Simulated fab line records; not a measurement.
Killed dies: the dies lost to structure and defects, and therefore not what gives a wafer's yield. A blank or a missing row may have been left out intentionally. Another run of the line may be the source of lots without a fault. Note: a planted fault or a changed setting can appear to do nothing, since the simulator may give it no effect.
2 desks looking at one fault || flow sky130 || each desk has only its own numbers; what lay behind them comes last

## METROLOGY DESK
What the gauges read for every lot (on any tool): the sampled wafers with a number, averaged. Marked OUT: a lot whose mean sits more than 4 standard deviations from the usual mean, which makes it out of limits; the brackets give that distance.
Columns: A = VT_ADJUST_PCH_OVL at SKY_VT_ADJUST_PCH_OVL_MEAS_07, usual 0.3 nm; B = VT_ADJUST_PCH_TW at SKY_VT_ADJUST_PCH_TW_MEAS_10, usual 142.2; C = cd-nm at SKY_SONOS_TUNNEL_CD_MEAS_07, usual 410.2 nm
{"lot": "L870", "first seen here": "day 11 04:31", "A": -0.5, "B": 145.4, "C": 411.3}
{"lot": "L877", "first seen here": "day 13 08:02", "A": 1.6, "B": 139.8, "C": 406.1}
{"lot": "L880", "first seen here": "day 14 06:29", "A": 1.1, "B": 144.0, "C": 404.5}
{"lot": "L881", "first seen here": "day 14 12:50", "A": -0.4, "B": 144.3, "C": 407.6}
{"lot": "L883", "first seen here": "day 15 06:08", "A": 0.6, "B": 140.7, "C": 409.3}
{"lot": "L887", "first seen here": "day 16 13:56", "A": 0.7, "B": 139.9, "C": 408.8}
This desk's finding: nothing out of limits on any of the 6 lots.

## TOOL OWNER'S DESK, litho-track-02
Per lot that ran on this tool, the mean of the sampled wafers carrying a number, from the tool's own readings at SKY_SONOS_TUNNEL_SOFTBAKE_03 (time 60 s). Marked OUT: a lot whose mean sits more than 4 standard deviations from the usual mean, which makes it out of limits; the brackets give that distance.
Columns: A = heater-power-total-W at SKY_SONOS_TUNNEL_SOFTBAKE_03, usual 56.60 W; B = plate-temp-C at SKY_SONOS_TUNNEL_SOFTBAKE_03, usual 89.99 C
{"lot": "L877", "first seen here": "day 13 20:32", "A": 56.56, "B": 89.93}
{"lot": "L880", "first seen here": "day 14 19:11", "A": "54.64 (-44) OUT", "B": "87.86 (-14) OUT"}
{"lot": "L881", "first seen here": "day 15 02:17", "A": "54.63 (-45) OUT", "B": "87.72 (-15) OUT"}
This desk's finding: out of limits on L880, L881; first on L880, day 14 19:11 (heater-power-total-W at SKY_SONOS_TUNNEL_SOFTBAKE_03). L877 stayed within limits.

## TAKEN TOGETHER
On L880, L881, at day 14 19:11, an alarm was possible from the tool owner's desk.
Metrology desk: nothing out of limits seen.
The metrology desk holds a record of L880, L881, inside its limits.
The lots listed all ran SKY_SONOS_TUNNEL_SOFTBAKE_03 on litho-track-02.

## WHAT HAD BEEN PUT IN BY THE SIMULATOR
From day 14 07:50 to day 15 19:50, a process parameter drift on litho-track-02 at SKY_SONOS_TUNNEL_SOFTBAKE_03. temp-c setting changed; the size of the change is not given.
Struck lots among those shown: L880, L881.
Delay in hours, fault start to first out-of-limits reading, by desk: the tool owner's desk at 11.
